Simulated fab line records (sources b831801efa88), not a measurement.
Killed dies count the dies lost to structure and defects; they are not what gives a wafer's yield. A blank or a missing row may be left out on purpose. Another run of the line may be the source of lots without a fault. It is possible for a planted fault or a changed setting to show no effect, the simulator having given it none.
Chamber matching -- flow gf180mcu -- GF_V2_CVD_02 on pecvd-02: 3 sister chambers
The step deposits SiO2 from TEOS, target thk 850 nm, time 94.851 s. 6 wafers are shown with their chamber, then 8 later ones without.

== WAFERS WITH THEIR CHAMBER ==
wafer,chamber,heater_power_w (W)
L209.1,0,803
L209.4,1,646
L211.3,2,675
L211.4,1,623
L211.5,0,839
L212.4,2,745

== WAFERS WITH NO CHAMBER GIVEN ==
wafer,heater_power_w (W)
L212.5,773
L212.6,685
L216.3,738
L216.4,595
L216.5,760
L225.1,667
L225.4,725
L225.6,832

== EACH ONE'S CHAMBER ==
wafer,from the rows above,in truth
L212.5,can't be placed: 0 or 2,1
L212.6,can't be placed: 2 or 1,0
L216.3,can't be placed: 2 or 0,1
L216.4,1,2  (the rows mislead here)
L216.5,can't be placed: 2 or 0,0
L225.1,can't be placed: 1 or 2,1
L225.4,2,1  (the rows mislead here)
L225.6,0,0
1 of 8 placed correctly. Not placeable from these rows: 5 (in 2, the candidates include the true chamber). Number placed wrongly: 2.
How it was worked out, from the rows above alone: a wafer's distance from a chamber is the root of the sum, over the readings, of the square of ((its reading less the chamber's mean) divided by the reading's scatter). If the next closest chamber is less than 2 further off than the closest, the wafer can't be placed; otherwise it belongs to the closest. Each chamber's mean is taken over the wafers shown for it. How the scatter is found: for the shown wafers, subtract from each reading the mean of its chamber, square and add these, divide the total by (wafers less chambers), then take the root.
